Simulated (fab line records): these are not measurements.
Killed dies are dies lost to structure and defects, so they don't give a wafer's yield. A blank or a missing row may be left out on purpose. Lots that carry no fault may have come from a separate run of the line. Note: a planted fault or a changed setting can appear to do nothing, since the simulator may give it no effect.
A struck lot beside a sound one	flow sky130	15 steps out of a route of 708
Sound: the wafers L548.2, L548.3, L548.4. The struck wafers were L551.2, L551.3, L551.4. The cause is named last.
Per side, at each step with rows, come the tool, then ch with its chambers, and then its first start. Under that, the readings that differ: sound wafers	struck wafers	difference of the means	sigmas: that difference in standard deviations of wafers without a fault.
alike: words and numbers the same on both sides, and readings whose means are apart by under 2 such deviations; not compared: readings that were withheld, readings missing a value for some wafer, numbers with overlapping values and no deviation given by the record, and bounds like >300 which may hide the same value.
Wherever a step has rows on one side only, a row that says differs or no value, or a row with sigmas, the two part there. Non-overlapping numbers with no deviation appear without sigmas and do not part them. Lack of a reading on every wafer of one side parts them only where that side has two or more wafers.

first, 1 step without rows for these wafers: SKY_LDD_N_IMPLANT_15.
SKY_LDD_N_STRIP_16: strips in O2/N2.
  sound on plasma_asher-04 ch 0,1, day 22 22:46; struck on plasma_asher-04 ch 0,1, day 24 04:49
  alike: drypump_motor_current_A, oes_product_au, strip_time_to_endpoint_s
  not compared: rf_hours_counter_h
SKY_LDD_N_TW_MEAS_17:
  sound on film_metro-03 at day 22 22:52; struck on film_metro-02 at day 24 04:56
  alike: LDD_N_TW
then, 7 steps without rows for these wafers: SKY_LDD_P_DEHYDRATE_00 (time 60 s); SKY_LDD_P_HMDS_01 (prime time 60 s); SKY_LDD_P_COAT_02 (resist thk 1140 nm); SKY_LDD_P_SOFTBAKE_03 (time 60 s); SKY_LDD_P_EXPOSE_04 (exposes mask PSDM, target cd 380 nm); SKY_LDD_P_PEB_05; SKY_LDD_P_DEVELOP_06 (develop time 60 s).
SKY_LDD_P_CD_MEAS_07: target cd 380 nm.
  sound on cd_sem-02 at day 24 05:12; struck on cd_sem-01 at day 25 09:59
  alike: cd_nm
SKY_LDD_P_OVL_MEAS_08:
  sound on overlay-02 at day 24 05:19; struck on overlay-02 at day 25 10:06
  alike: LDD_P_OVL
SKY_LDD_P_IMPLANT_09:
  sound on implanter-04 ch 0, day 24 05:22; struck on implanter-04 ch 0, day 25 10:09
reading	sound	struck	difference	sigmas
beam_energy_keV	24.994 25.009 25.009	25.790 25.809 25.792	+0.793	+99 or more
model.implant.drp_nm (nm)	11.41 11.41 11.41	11.66 11.66 11.66	+0.25	
SKY_LDD_P_STRIP_10: strips in O2/N2.
  sound on plasma_asher-01 ch 0,1, day 24 05:29; struck on plasma_asher-04 ch 0,1, day 25 10:17
  alike: drypump_motor_current_A, oes_product_au, strip_time_to_endpoint_s
  not compared: rf_hours_counter_h
-- here the record skips 24 days between the struck wafers' starts before and after, leaving off in module LDD_P and picking up in module PAD_OPEN (first step shown: number 708 of the route) --
SKY_PAD_OPEN_PROBE_99:
  sound on prober-01 at day 49 05:03; struck on prober-02 at day 49 20:36
  alike: killed_at_M0_to_M3, killed_at_M4_up, killed_at_contacts, killed_at_front_end, killed_at_other, killed_dies, killed_open, killed_short

== WHERE THEY PART ==
SKY_LDD_P_IMPLANT_09 only, going by this record. Later steps at which nothing parts them and some readings are alike: SKY_LDD_P_STRIP_10, SKY_PAD_OPEN_PROBE_99.

WHY: what the simulator had put in
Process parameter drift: implanter-04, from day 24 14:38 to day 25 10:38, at SKY_LDD_P_IMPLANT_09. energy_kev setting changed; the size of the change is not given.
